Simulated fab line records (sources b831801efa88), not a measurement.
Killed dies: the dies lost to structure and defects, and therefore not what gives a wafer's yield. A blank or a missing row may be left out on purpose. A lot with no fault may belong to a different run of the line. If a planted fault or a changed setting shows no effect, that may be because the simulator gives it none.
Which of the tools did it? -- flow sky130 -- 13 lots, 39 wafers sampled, at 4 steps of a route of 708

## WHAT EACH GAUGE READ, for each wafer
SKY_LDD_HVN_OVL_MEAS_07. Usual: LDD_HVN_OVL -0.3 nm, standard deviation 1.4.
lot,measured,on,LDD_HVN_OVL (nm),flag
L414,day 21 22:32,overlay-01,1.9 1.0 -0.7,
L415,day 22 11:02,overlay-01,3.3 2.7 1.3,
L416,day 22 12:17,overlay-01,0.1 -1.9 1.0,
L419,day 23 11:26,overlay-02,-0.1 -0.2 0.1,
L421,day 24 08:01,overlay-01,0.7 0.0 0.2,
L425,day 25 13:26,overlay-02,-1.5 -2.1 -1.4,
L426,day 25 23:20,overlay-01,0.2 -1.1 -1.5,
L428,day 26 10:30,overlay-02,-1.0 -1.1 -3.9,
L429,day 26 19:41,overlay-01,-0.5 -1.8 0.1,
L430,day 27 06:44,overlay-01,-0.3 -0.5 0.6,
L431,day 27 09:31,overlay-02,1.7 -2.6 -2.3,
L433,day 28 07:20,overlay-02,1.9 0.0 -1.0,
L434,day 28 12:32,overlay-02,0.1 0.9 1.6,

SKY_POLY_CUT_CD_MEAS_08 targets a cd of 270 nm. Usual: cdNm 269.9 nm, standard deviation 1.3.
lot,measured,on,cdNm (nm),flag
L414,day 25 19:55,cdSem-01,270.8 271.0 269.0,
L415,day 26 06:20,cdSem-02,270.5 271.6 271.3,
L416,day 26 07:37,cdSem-01,269.6 268.3 269.2,
L419,day 27 06:47,cdSem-02,270.0 270.8 269.6,
L421,day 28 03:47,cdSem-01,271.6 269.7 270.9,
L425,day 29 08:01,cdSem-01,269.7 270.8 268.9,
L426,day 29 14:55,cdSem-01,271.9 272.7 271.1,
L428,day 30 03:02,cdSem-02,270.7 269.2 269.6,
L429,day 30 11:11,cdSem-01,270.3 269.5 269.0,
L430,day 30 22:15,cdSem-02,271.7 270.4 270.8,
L431,day 30 23:31,cdSem-02,267.7 268.4 267.9,
L433,day 31 21:41,cdSem-01,270.2 270.9 270.7,
L434,day 32 02:35,cdSem-02,268.6 269.8 268.7,

## TOOL THAT RAN EACH LOT (tool first, then ch and the chambers of the sampled wafers, then the start)
lot,SKY_POLY_GATE_ETCH_16,SKY_LDD_LDN_IMPLANT_09
L414,"rieDiel-02 ch 0,3, day 17 23:40","implanter-03 ch 0, day 24 11:33"
L415,"rieDiel-02 ch 0,1,3, day 18 11:29","implanter-01 ch 0, day 24 22:54"
L416,"rieDiel-01 ch 1,2,3, day 18 12:12","implanter-03 ch 0, day 25 00:32"
L419,"rieDiel-01 ch 0,1,3, day 19 12:35","implanter-01 ch 0, day 25 23:44"
L421,"rieDiel-02 ch 0,2, day 20 09:03","implanter-01 ch 0, day 26 19:28"
L425,"rieDiel-02 ch 0,1,3, day 21 15:41","implanter-04 ch 0, day 28 00:02"
L426,"rieDiel-04 ch 0,2, day 22 02:09","implanter-04 ch 0, day 28 08:50"
L428,"rieDiel-04 ch 0,1,3, day 22 14:34","implanter-03 ch 0, day 28 20:44"
L429,"rieDiel-02 ch 0,1,2, day 22 23:38","implanter-04 ch 0, day 29 05:07"
L430,"rieDiel-01 ch 0,1,2, day 23 12:51","implanter-01 ch 0, day 29 15:54"
L431,"rieDiel-04 ch 0,2, day 23 14:25","implanter-01 ch 0, day 29 17:45"
L433,"rieDiel-04 ch 1, day 24 12:52","implanter-04 ch 0, day 30 16:02"
L434,"rieDiel-01 ch 2,3, day 24 18:29","implanter-01 ch 0, day 30 20:58"
- SKY_POLY_GATE_ETCH_16: etches Si3N4 in CH3F/O2, stops on poly-Si, time 147.5 s, target depth 75 nm.
- SKY_LDD_LDN_IMPLANT_09

## WHAT THE TOOLS THEMSELVES READ (means of the sampled wafers that have a number; where no wafer has one, the mark that the record gives instead)
SKY_POLY_GATE_ETCH_16. Usual: biasW 80.05 W, standard deviation 0.24; drypumpMotorCurrentA 5.8 A, standard deviation 0.47; oesProductAu 0.640 a.u., standard deviation 0.0049; throttleValvePct 10.535 %, standard deviation 0.01.
lot,tool,biasW (W),drypumpMotorCurrentA (A),oesProductAu (a.u.),throttleValvePct (%),flag
L414,rieDiel-02,80.06,5.3,0.643,10.532,
L415,rieDiel-02,80.13,5.5,0.642,10.541,
L416,rieDiel-01,80.05,5.7,0.640,10.541,
L419,rieDiel-01,80.13,5.9,0.645,10.519,
L421,rieDiel-02,80.16,5.4,0.640,10.526,
L425,rieDiel-02,80.06,5.5,0.643,10.546,
L426,rieDiel-04,79.92,6.1,0.642,10.540,
L428,rieDiel-04,79.97,5.7,0.637,10.534,
L429,rieDiel-02,80.09,5.5,0.640,10.532,
L430,rieDiel-01,80.14,6.3,0.639,10.540,
L431,rieDiel-04,80.12,6.1,0.640,10.533,
L433,rieDiel-04,79.70,5.2,0.642,10.532,
L434,rieDiel-01,80.12,5.5,0.637,10.534,

SKY_LDD_LDN_IMPLANT_09. Usual: doseIonsCm2 1.2502e+13, standard deviation 1.3e+10; faradayCurrentUA 70.6, standard deviation 1.4; rotationDeg 113.01 degrees, standard deviation 0.021.
lot,tool,doseIonsCm2,faradayCurrentUA,rotationDeg (degrees),flag
L414,implanter-03,1.2511e+13,70.5,112.99,
L415,implanter-01,1.2488e+13,72.0,113.01,
L416,implanter-03,1.2496e+13,69.4,113.00,
L419,implanter-01,5.1610e+12,28.9,113.01,OFF
L421,implanter-01,5.1580e+12,29.3,112.99,OFF
L425,implanter-04,1.2506e+13,71.2,113.00,
L426,implanter-04,1.2519e+13,71.3,112.98,
L428,implanter-03,1.2515e+13,69.5,113.00,
L429,implanter-04,1.2491e+13,70.8,113.04,
L430,implanter-01,1.2493e+13,70.8,112.99,
L431,implanter-01,1.2506e+13,71.1,113.01,
L433,implanter-04,1.2498e+13,69.9,113.02,
L434,implanter-01,1.2485e+13,69.8,113.02,

## THE ANSWER, worked out from the rows above alone
Rule: lot off if the mean of its wafers having a number is beyond 3 standard deviations from the usual mean. A lot without any number at a reading at which 4 lots or more have one is off too. Where the step has rows for the other lots, those lots are counted as sound. First the gauges in route order, then the tools' own readings, where a lot's mean is used as printed above. The first step at which some lot is off is used, and at that step the reading that is off furthest; a lot without a number counts as furthest.
Off: L419, L421, at SKY_LDD_LDN_IMPLANT_09 (doseIonsCm2).
If a tool, at that step or one of the process steps before it, ran each lot that is off and ran no sound lot following the first of them, it fits. No candidate that was tried fits.

## WHAT THE SIMULATOR PUT IN
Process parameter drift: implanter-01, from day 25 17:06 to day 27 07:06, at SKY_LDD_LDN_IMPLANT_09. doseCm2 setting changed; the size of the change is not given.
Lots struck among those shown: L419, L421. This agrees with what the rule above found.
